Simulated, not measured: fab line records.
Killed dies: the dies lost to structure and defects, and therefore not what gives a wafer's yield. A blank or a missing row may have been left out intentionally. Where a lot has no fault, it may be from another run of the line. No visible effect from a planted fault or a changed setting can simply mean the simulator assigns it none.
fab line records	flow sky130
record lots=11	wafers=33	last_day=50
route steps=708 shown FIELD_ISO@5 PWDE@53 VT_ADJUST_HVTP@95 PAD_OPEN@708
lots that met no fault: taken from a fault-free run of the same line
start_h: start of the lot's first displayed wafer, in hours after the record's first day	wait_h: how many hours have passed since the lot's step before this one	" identical to the entry in the row above	L1.1+2: one row covering several wafers at once	- no value present, or no start provided	* or withheld: withheld	< > ~ a bound
route shown NAME@n: a module of which the file shows steps, and the number in the route of the first	usual: mean/standard deviation of fault-free wafers	same: alike in all rows	chamber/n: place in a boat	sites: readings site by site	_std_site: the standard deviation of these	_edge_site: outer sites' mean less inner sites'	radius_mm: how far each site lies from the wafer's centre	mask NAME#n: copy n	behind: tool/chamber where the wafer was last shaped	hold: the reason the lot was held/the length of the hold in hours/how it ended	device: the transistor (n, p or np) that didn't switch	end of line: at the end of the route, the tests of the same wafers	a step with no rows: only its recipe	killed: count of dies lost to structure and defects at first sort (not the wafer's yield)	map: the dies of a wafer, with x for killed, . for not killed, _ for no die there
set.NAME: the setting the step ran with; set.NAME@STEP: the setting that earlier step ran with	model.NAME: the simulator's own value behind a step, which no gauge read
the route's steps for a sample of lots (tables are steps, rows are wafers)
services: a tool's chamber out of use, with start hour (start_h, from the record's first day; less than 0 if before it), hours out, and reason
## steps
# step SKY_FIELD_ISO_THK_MEAS_04
# recipe reads=Si3N4_of_FIELD_ISO_CVD_03
# usual FIELD_ISO_CVD_03_THK=164.4/1.3
lot.wafer	tool	chamber	start_h	wait_h	FIELD_ISO_CVD_03_THK[nm]
L169.1	film_metro-01	-	16.98	0.0	165.6
L169.2	"	-	"	"	165.3
L169.5	"	-	"	"	165.2
L170.1	film_metro-04	-	20.92	0.0	165.4
L170.2	"	-	"	"	162.9
L170.4	"	-	"	"	163.5
L171.3	film_metro-03	-	24.59	0.0	166.8
L171.5	"	-	"	"	167.5
L171.6	"	-	"	"	167.0
L172.1	film_metro-03	-	30.33	0.0	164.9
L172.4	"	-	"	"	165.6
L172.5	"	-	"	"	165.2
L174.2	film_metro-04	-	38.49	0.0	163.8
L174.4	"	-	"	"	166.3
L174.6	"	-	"	"	164.8
L175.1	film_metro-03	-	43.48	0.0	164.6
L175.2	"	-	"	"	164.8
L175.4	"	-	"	"	165.5
L176.4	film_metro-03	-	50.32	0.0	163.4
L176.5	"	-	"	"	162.9
L176.6	"	-	"	"	163.9
L188.1	film_metro-04	-	111.98	0.0	165.0
L188.2	"	-	"	"	164.1
L188.4	"	-	"	"	164.1
L189.1	film_metro-01	-	119.06	0.0	166.6
L189.4	"	-	"	"	167.0
L189.5	"	-	"	"	166.8
L190.2	film_metro-03	-	123.56	0.0	165.2
L190.3	"	-	"	"	164.9
L190.4	"	-	"	"	164.5
L191.1	film_metro-03	-	127.74	0.0	162.1
L191.2	"	-	"	"	161.9
L191.4	"	-	"	"	161.9
# step SKY_FIELD_ISO_THK_MEAS_23
# recipe reads=SiO2_of_FIELD_ISO_OXIDATION_22
# usual FIELD_ISO_OXIDATION_01_THK=10.10/0.18
lot.wafer	tool	chamber	start_h	wait_h	FIELD_ISO_OXIDATION_01_THK[nm]
L169.1	film_metro-04	-	32.82	0.0	9.91
L169.2	"	-	"	"	9.93
L169.5	"	-	"	"	9.84
L170.1	film_metro-03	-	37.80	0.0	10.29
L170.2	"	-	"	"	10.23
L170.4	"	-	"	"	10.28
L171.3	film_metro-01	-	41.89	0.0	10.10
L171.5	"	-	"	"	10.05
L171.6	"	-	"	"	10.18
L172.1	film_metro-03	-	49.03	0.0	10.12
L172.4	"	-	"	"	10.05
L172.5	"	-	"	"	9.92
L174.2	film_metro-03	-	55.92	0.0	9.96
L174.4	"	-	"	"	9.91
L174.6	"	-	"	"	9.96
L175.1	film_metro-01	-	61.86	0.0	9.88
L175.2	"	-	"	"	9.95
L175.4	"	-	"	"	9.87
L176.4	film_metro-04	-	70.06	0.0	10.17
L176.5	"	-	"	"	10.00
L176.6	"	-	"	"	10.26
L188.1	film_metro-04	-	132.11	0.0	9.96
L188.2	"	-	"	"	10.13
L188.4	"	-	"	"	9.98
L189.1	film_metro-04	-	139.80	0.0	10.25
L189.4	"	-	"	"	10.37
L189.5	"	-	"	"	10.43
L190.2	film_metro-03	-	144.14	0.0	9.77
L190.3	"	-	"	"	9.87
L190.4	"	-	"	"	9.75
L191.1	film_metro-04	-	149.94	0.0	9.96
L191.2	"	-	"	"	9.93
L191.4	"	-	"	"	9.85
# step SKY_PWDE_IMPLANT_08
# recipe species=B	energy_kev=150	dose_cm2=3.6e+12	tilt_deg=withheld
# usual beam_on_s=10.00/0.19	end_station_pressure_torr=5e-06/2.5e-07	faraday_current_uA=20.3/0.38
lot.wafer	tool	chamber	start_h	wait_h	beam_on_s	end_station_pressure_torr	faraday_current_uA
L169.1	implanter-04	0	68.82	0.0	10.15	5.14e-06	20.2
L169.2	"	0	"	"	9.94	5.07e-06	20.4
L169.5	"	0	"	"	10.16	5.1e-06	19.9
L170.1	implanter-04	0	74.82	0.0	9.83	5e-06	20.6
L170.2	"	0	"	"	10.20	5.16e-06	20.0
L170.4	"	0	"	"	9.83	5.43e-06	20.6
L171.3	implanter-04	0	81.63	0.1	9.92	4.91e-06	20.5
L171.5	"	0	"	"	9.93	5.11e-06	20.5
L171.6	"	0	"	"	9.89	4.96e-06	20.4
L172.1	implanter-04	0	87.82	0.0	10.36	4.69e-06	19.6
L172.4	"	0	"	"	10.19	4.93e-06	19.9
L172.5	"	0	"	"	9.91	4.84e-06	20.5
L174.2	implanter-01	0	95.54	0.0	9.98	4.94e-06	20.3
L174.4	"	0	"	"	9.63	5.12e-06	21.0
L174.6	"	0	"	"	10.16	5.31e-06	20.1
L175.1	implanter-01	0	103.96	0.0	10.14	5.01e-06	20.1
L175.2	"	0	"	"	9.81	5.66e-06	20.6
L175.4	"	0	"	"	9.61	5.35e-06	21.1
L176.4	implanter-04	0	109.70	0.1	10.18	4.72e-06	19.9
L176.5	"	0	"	"	10.14	5.08e-06	20.2
L176.6	"	0	"	"	9.97	4.89e-06	20.5
L188.1	implanter-04	0	175.98	0.0	12.45	0.0001028	16.5
L188.2	"	0	"	"	12.60	0.00011122	16.2
L188.4	"	0	"	"	12.59	0.00010891	16.2
L189.1	implanter-04	0	183.31	0.0	12.72	0.00010431	16.2
L189.4	"	0	"	"	12.34	0.00011709	16.6
L189.5	"	0	"	"	12.34	0.00010958	16.6
L190.2	implanter-03	0	190.00	0.0	9.77	4.52e-06	20.9
L190.3	"	0	"	"	10.35	4.92e-06	19.6
L190.4	"	0	"	"	10.01	5.12e-06	20.3
L191.1	implanter-03	0	197.71	0.1	10.00	4.81e-06	20.4
L191.2	"	0	"	"	10.09	5.07e-06	20.2
L191.4	"	0	"	"	9.74	4.83e-06	20.8
# step SKY_PWDE_TW_MEAS_10
# usual PWDE_TW=371/3.2
lot.wafer	tool	chamber	start_h	wait_h	PWDE_TW
L169.1	film_metro-02	-	69.07	0.1	366
L169.2	"	-	"	"	366
L169.5	"	-	"	"	364
L170.1	film_metro-01	-	75.07	0.1	373
L170.2	"	-	"	"	374
L170.4	"	-	"	"	371
L171.3	film_metro-02	-	81.85	0.1	369
L171.5	"	-	"	"	367
L171.6	"	-	"	"	367
L172.1	film_metro-01	-	88.07	0.1	372
L172.4	"	-	"	"	373
L172.5	"	-	"	"	372
L174.2	film_metro-02	-	95.77	0.1	368
L174.4	"	-	"	"	366
L174.6	"	-	"	"	367
L175.1	film_metro-03	-	104.21	0.1	373
L175.2	"	-	"	"	375
L175.4	"	-	"	"	372
L176.4	film_metro-01	-	109.91	0.1	374
L176.5	"	-	"	"	375
L176.6	"	-	"	"	377
L188.1	film_metro-03	-	176.23	0.1	401
L188.2	"	-	"	"	401
L188.4	"	-	"	"	401
L189.1	film_metro-01	-	183.56	0.1	398
L189.4	"	-	"	"	397
L189.5	"	-	"	"	400
L190.2	film_metro-03	-	190.24	0.1	372
L190.3	"	-	"	"	374
L190.4	"	-	"	"	376
L191.1	film_metro-01	-	197.96	0.1	370
L191.2	"	-	"	"	373
L191.4	"	-	"	"	371
# step SKY_NWELL_RS_MEAS_31
# recipe thk_meas_gauge=four-point-probe
# usual PWDE_RS=5278/16
lot.wafer	tool	chamber	start_h	wait_h	PWDE_RS[ohm/sq]
L169.1	film_metro-01	-	105.70	0.1	5271
L169.2	"	-	"	"	5253
L169.5	"	-	"	"	5275
L170.1	film_metro-01	-	110.82	0.1	5260
L170.2	"	-	"	"	5262
L170.4	"	-	"	"	5271
L171.3	film_metro-03	-	118.87	0.1	5290
L171.5	"	-	"	"	5291
L171.6	"	-	"	"	5285
L172.1	film_metro-02	-	124.86	0.1	5282
L172.4	"	-	"	"	5286
L172.5	"	-	"	"	5282
L174.2	film_metro-03	-	131.72	0.1	5274
L174.4	"	-	"	"	5278
L174.6	"	-	"	"	5295
L175.1	film_metro-02	-	142.26	0.1	5264
L175.2	"	-	"	"	5266
L175.4	"	-	"	"	5272
L176.4	film_metro-01	-	149.01	0.1	5274
L176.5	"	-	"	"	5273
L176.6	"	-	"	"	5277
L188.1	film_metro-01	-	219.72	0.1	4435
L188.2	"	-	"	"	4430
L188.4	"	-	"	"	4433
L189.1	film_metro-03	-	228.36	0.1	4447
L189.4	"	-	"	"	4451
L189.5	"	-	"	"	4459
L190.2	film_metro-03	-	235.78	0.1	5245
L190.3	"	-	"	"	5269
L190.4	"	-	"	"	5274
L191.1	film_metro-01	-	243.00	0.1	5281
L191.2	"	-	"	"	5265
L191.4	"	-	"	"	5244
# step SKY_VT_ADJUST_HVTP_STRIP_10
# recipe chemistry=O2/N2	power_w=1400	pressure_mtorr=1500	platen_temp_c=withheld	o2_flow_sccm=3000	n2_flow_sccm=300	overash_fraction=0.5
# usual chamber_pressure_mTorr=1499.9/1.5	drypump_motor_current_A=5.8/0.35	oes_product_au=0.715/0.0046	strip_time_to_endpoint_s=14.18/0.043
lot.wafer	tool	chamber	start_h	wait_h	chamber_pressure_mTorr	drypump_motor_current_A	oes_product_au	rf_hours_counter_h	strip_time_to_endpoint_s
L169.1	plasma_asher-04	1	123.68	0.1	1497.8	5.9	0.713	44	14.16
L169.2	"	0	"	"	1500.1	5.5	0.721	44	14.16
L169.5	"	0	"	"	1501.7	5.6	0.720	-	14.16
L170.1	plasma_asher-04	1	129.64	0.1	1500.4	5.9	0.712	44	14.16
L170.2	"	0	"	"	1500.8	5.5	0.717	44	14.16
L170.4	"	0	"	"	1498.3	5.6	0.714	-	14.19
L171.3	plasma_asher-04	1	138.10	0.1	1497.5	5.9	0.719	-	14.11
L171.5	"	1	"	"	1500.7	5.9	0.710	-	14.16
L171.6	"	0	"	"	1500.5	5.6	0.711	-	14.12
L172.1	plasma_asher-04	1	144.18	0.1	1498.3	5.9	0.717	46	14.19
L172.4	"	1	"	"	1499.8	5.9	0.721	-	14.17
L172.5	"	0	"	"	1499.3	5.5	0.716	-	14.17
L174.2	plasma_asher-04	0	151.84	0.1	1502.9	5.6	0.713	47	14.20
L174.4	"	1	"	"	1503.0	5.9	0.720	-	14.22
L174.6	"	0	"	"	1500.8	5.6	0.715	-	14.17
L175.1	plasma_asher-03	0	161.62	0.1	1500.5	6.2	0.713	4	14.19
L175.2	"	1	"	"	1497.2	5.8	0.723	4	14.24
L175.4	"	1	"	"	1501.4	5.8	0.719	-	14.20
L176.4	plasma_asher-03	1	168.88	0.1	1500.4	5.8	0.718	-	14.20
L176.5	"	0	"	"	1496.8	6.2	0.715	-	14.23
L176.6	"	1	"	"	1498.2	5.8	0.716	-	14.21
L188.1	plasma_asher-03	0	242.87	0.1	1498.9	6.2	0.712	13	14.17
L188.2	"	1	"	"	1500.2	5.8	0.713	13	14.20
L188.4	"	0	"	"	1499.7	6.2	0.727	-	14.18
L189.1	plasma_asher-04	1	251.23	0.1	1496.4	5.9	0.707	57	14.17
L189.4	"	1	"	"	1501.3	5.9	0.722	-	14.22
L189.5	"	1	"	"	1498.9	5.9	0.718	-	14.23
L190.2	plasma_asher-04	1	259.72	0.1	1498.2	5.9	0.715	58	14.19
L190.3	"	0	"	"	1498.2	5.6	0.720	-	14.22
L190.4	"	1	"	"	1499.4	5.9	0.715	-	14.19
L191.1	plasma_asher-03	0	267.02	0.1	1500.2	6.2	0.715	15	14.21
L191.2	"	1	"	"	1499.8	5.8	0.721	15	14.25
L191.4	"	1	"	"	1497.9	5.8	0.708	-	14.16
# step SKY_PAD_OPEN_PROBE_99
# usual killed_at_M0_to_M3=43/7.3	killed_at_M4_up=3.1/1.7	killed_at_contacts=25/5.3	killed_at_front_end=14/4.1	killed_at_other=0.3/0.56	killed_dies=85/9.4	killed_open=46/7.4	killed_short=38/5.8
# same gross_dies=492	killed_at_back_side=0
lot.wafer	tool	chamber	start_h	wait_h	killed_at_M0_to_M3	killed_at_M4_up	killed_at_contacts	killed_at_front_end	killed_at_other	killed_dies	killed_open	killed_short
L171.3	prober-01	-	1090.81	0.2	46	5	29	10	0	90	51	39
L171.5	prober-01	-	1090.91	0.2	41	1	27	11	0	80	47	33
L171.6	prober-01	-	1090.96	0.2	39	5	15	8	0	67	34	33
L174.2	prober-02	-	1109.60	0.1	41	4	23	12	0	80	38	40
L174.4	prober-02	-	1109.70	0.2	39	4	30	13	0	86	52	34
L174.6	prober-02	-	1109.80	0.2	53	6	27	15	0	101	51	49
# killed by level:class
L171.3 CONTACT:geometric_particle:open=10 VIA3:geometric_particle:open=9 VIA1:geometric_particle:open=9 LI_CONTACT:geometric_particle:open=7 VIA2:geometric_particle:open=6 VIA1:geometric_particle:short=6 METAL2:geometric_particle:short=6 CONTACT:geometric_particle:short=5
L171.5 LI_CONTACT:geometric_particle:open=10 CONTACT:geometric_particle:open=10 VIA1:geometric_particle:open=8 METAL2:geometric_particle:short=7 FIELD_ISO:geometric_particle:open=5 VIA2:geometric_particle:open=5 VIA3:geometric_particle:open=5 POLY_GATE:geometric_particle:short=4
L171.6 VIA1:geometric_particle:open=11 VIA2:geometric_particle:open=6 CONTACT:geometric_particle:short=5 METAL1:geometric_particle:short=5 VIA1:geometric_particle:short=4 FIELD_ISO:geometric_particle:short=3 FIELD_ISO:geometric_particle:open=3 LI_CONTACT:geometric_particle:open=3
L174.2 VIA1:geometric_particle:open=9 METAL2:geometric_particle:short=8 CONTACT:geometric_particle:open=7 METAL1:geometric_particle:short=6 LI_CONTACT:geometric_particle:open=5 LOCAL_INTERCONNECT:geometric_particle:short=4 VIA1:geometric_particle:short=4 VIA2:geometric_particle:open=4
L174.4 CONTACT:geometric_particle:open=13 VIA1:geometric_particle:open=12 LI_CONTACT:geometric_particle:open=8 VIA1:geometric_particle:short=6 METAL2:geometric_particle:short=5 VIA2:geometric_particle:open=5 METAL4:geometric_particle:short=4 LOCAL_INTERCONNECT:geometric_particle:short=4
L174.6 VIA1:geometric_particle:open=10 METAL1:geometric_particle:short=10 VIA2:geometric_particle:open=10 CONTACT:geometric_particle:open=9 VIA1:geometric_particle:short=6 LI_CONTACT:geometric_particle:open=5 LOCAL_INTERCONNECT:geometric_particle:short=5 METAL4:geometric_particle:short=5
## services
tool	chamber	start_h	hours	kind
plasma_asher-04	-	61.94	4.0	pm
plasma_asher-03	-	108.75	9.0	pm
plasma_asher-03	0	108.75	9.0	vent_cycle
plasma_asher-03	1	108.75	9.0	vent_cycle
plasma_asher-03	0	117.75	-	clean
plasma_asher-03	1	117.75	-	clean
implanter-03	-	130.11	0.5	repair
implanter-01	-	140.84	74.8	pm
plasma_asher-03	-	181.77	3.6	repair
implanter-04	-	192.96	4.8	pm
implanter-01	-	215.69	4.6	pm
implanter-04	-	221.32	6.5	pm
## key
first_sign step=SKY_PWDE_IMPLANT_08	reading=end_station_pressure_torr	direction=up	sigmas=99+	usual=5e-06	struck=0.00010898
effect step=SKY_PWDE_IMPLANT_08	reading=beam_on_s	direction=up	sigmas=13	usual=10.00	struck=12.51
effect step=SKY_PWDE_TW_MEAS_10	reading=PWDE_TW	direction=up	sigmas=9	usual=371	struck=400
effect step=SKY_NWELL_RS_MEAS_31	reading=PWDE_RS	direction=down	sigmas=53	usual=5278	struck=4443
met_at SKY_PWDE_IMPLANT_08
struck_lots L188,L189
tester_left_out L188,L189
not_acting_at SKY_FIELD_ISO_THK_MEAS_04,SKY_FIELD_ISO_THK_MEAS_23,SKY_VT_ADJUST_HVTP_STRIP_10
onset_between 109.70 175.98
fault kind=process_parameter_drift	tool=implanter-04	chamber=-	onset_h=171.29	steps=SKY_PWDE_IMPLANT_08	channel=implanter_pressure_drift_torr	offset=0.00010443	shape=step	end_h=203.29
fault kind=process_parameter_drift	tool=implanter-04	chamber=-	onset_h=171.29	steps=SKY_PWDE_IMPLANT_08	channel=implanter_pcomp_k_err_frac	offset=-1	shape=step	end_h=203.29
# tester_left_out: of these lots the tester's yield and bins aren't shown, on N5 and GAA mostly nor the transistor test; their killed dies are dies lost to structure and defects alone, not to doping, threshold or leakage, so they don't give the yield
